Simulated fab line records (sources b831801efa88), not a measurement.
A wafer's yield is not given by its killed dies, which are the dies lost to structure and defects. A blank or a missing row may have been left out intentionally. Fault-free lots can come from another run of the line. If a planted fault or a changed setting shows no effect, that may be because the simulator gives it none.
Which tool did it? + flow sky130 + 11 lots, 33 wafers sampled, at 5 steps of a route of 708

## WHAT EACH GAUGE READ, for each wafer
SKY_PASSIVATION_THK_MEAS_03.
| lot  | measured     | on            | PASSIVATION_CVD_02_THK (nm) |
|------|--------------|---------------|-----------------------------|
| L199 | day 43 17:38 | film-metro-01 | 532 544 546                 |
| L200 | day 44 04:05 | film-metro-02 | 528 531 539                 |
| L201 | day 45 03:05 | film-metro-01 | 540 533 545                 |
| L204 | day 45 09:43 | film-metro-01 | 534 533 542                 |
| L203 | day 45 10:52 | film-metro-01 | 540 537 547                 |
| L205 | day 45 11:37 | film-metro-02 | 541 540 547                 |
| L206 | day 45 13:17 | film-metro-02 | 536 537 552                 |
| L210 | day 46 13:25 | film-metro-03 | 545 544 547                 |
| L209 | day 46 14:28 | film-metro-01 | 539 548 546                 |
| L217 | day 48 09:39 | film-metro-02 | 538 543 847                 |
| L220 | day 48 23:17 | film-metro-03 | 542 547 548                 |

## TOOL THAT RAN EACH LOT (tool first, then ch and the chambers of the sampled wafers, then the start)
| lot  | SKY_METAL5_SPUTTER_04        | SKY_METAL5_METAL_ETCH_15          | SKY_PASSIVATION_CVD_00          | SKY_PASSIVATION_CVD_02          |
|------|------------------------------|-----------------------------------|---------------------------------|---------------------------------|
| L199 | pvd-sputter-04, day 42 19:00 | rie-metal-02 ch 0,1, day 43 16:29 | pecvd-04 ch 0,1, day 43 17:19   | pecvd-03 ch 0,1,2, day 43 17:23 |
| L200 | pvd-sputter-02, day 43 04:29 | rie-metal-03 ch 1, day 44 02:57   | pecvd-01 ch 0,1,2, day 44 03:46 | pecvd-04 ch 0,1, day 44 03:51   |
| L201 | pvd-sputter-04, day 44 04:51 | rie-metal-03 ch 0, day 45 01:57   | pecvd-04 ch 1,2, day 45 02:47   | pecvd-03 ch 0,1, day 45 02:52   |
| L204 | pvd-sputter-04, day 44 10:14 | rie-metal-01 ch 0,1, day 45 08:08 | pecvd-04 ch 0,1, day 45 09:24   | pecvd-03 ch 0,2, day 45 09:29   |
| L203 | pvd-sputter-02, day 44 10:55 | rie-metal-03 ch 0,1, day 45 09:18 | pecvd-01 ch 1,2, day 45 10:34   | pecvd-04 ch 1,2, day 45 10:38   |
| L205 | pvd-sputter-01, day 44 13:20 | rie-metal-03 ch 0,1, day 45 10:29 | pecvd-03 ch 0,1,2, day 45 11:19 | pecvd-01 ch 0,1,2, day 45 11:24 |
| L206 | pvd-sputter-01, day 44 15:00 | rie-metal-01 ch 0,1, day 45 11:47 | pecvd-04 ch 0,1,2, day 45 12:58 | pecvd-03 ch 0,1, day 45 13:03   |
| L210 | pvd-sputter-01, day 45 15:31 | rie-metal-01 ch 0,1, day 46 12:17 | pecvd-03 ch 0,1,2, day 46 13:05 | pecvd-01 ch 0,1,2, day 46 13:16 |
| L209 | pvd-sputter-02, day 45 16:51 | rie-metal-03 ch 1, day 46 13:20   | pecvd-01 ch 0,2, day 46 14:10   | pecvd-04 ch 0,1,2, day 46 14:15 |
| L217 | pvd-sputter-01, day 47 13:22 | rie-metal-02 ch 0,1, day 48 08:32 | pecvd-03 ch 0,1,2, day 48 09:19 | pecvd-01 ch 1,2, day 48 09:23   |
| L220 | pvd-sputter-02, day 48 04:03 | rie-metal-01 ch 0,1, day 48 22:08 | pecvd-01 ch 0,1,2, day 48 22:58 | pecvd-03 ch 0,2, day 48 23:03   |
- SKY_METAL5_SPUTTER_04: material TiN, target thk 70 nm, time 58.3 s.
- SKY_METAL5_METAL_ETCH_15: etches the open film in Cl2/BCl3, stops on SiO2, target depth 1260 nm, time 252 s.
- SKY_PASSIVATION_CVD_00: deposits SiO2, target thk 90 nm.
- SKY_PASSIVATION_CVD_02: deposits Si3N4, target thk 540 nm.

## THE ANSWER, worked out from the rows above alone
Rule: the usual values come from the lots themselves. Put in order of their means at a reading, lots are off if they are a third of the lots or fewer, leave a main group of 4 or more, and stand apart from it by a gap of 3 or more times the standard deviation of the main group's means; of several such gaps the widest counts. The tables above print the reading to a certain number of digits; a main group whose means all agree to those digits is not used. A lot without any number at a reading at which 4 lots or more have one is off too. The other lots that the step has rows for count as sound.
Off: at SKY_PASSIVATION_THK_MEAS_03 (PASSIVATION_CVD_02_THK), L217. The main group has a mean of 541 nm with a standard deviation of 3.9.
A tool fits if, at a process step before that reading, it ran every lot that is off, and no sound lot after the first of them. Gauges at SKY_PASSIVATION_THK_MEAS_03: tried the same way as those tools. Can't be told from this: 5 tools fit, pvd-sputter-01 at SKY_METAL5_SPUTTER_04, rie-metal-02 at SKY_METAL5_METAL_ETCH_15, pecvd-03 at SKY_PASSIVATION_CVD_00, pecvd-01 at SKY_PASSIVATION_CVD_02, film-metro-02 at SKY_PASSIVATION_THK_MEAS_03.

## WHAT THE SIMULATOR PUT IN
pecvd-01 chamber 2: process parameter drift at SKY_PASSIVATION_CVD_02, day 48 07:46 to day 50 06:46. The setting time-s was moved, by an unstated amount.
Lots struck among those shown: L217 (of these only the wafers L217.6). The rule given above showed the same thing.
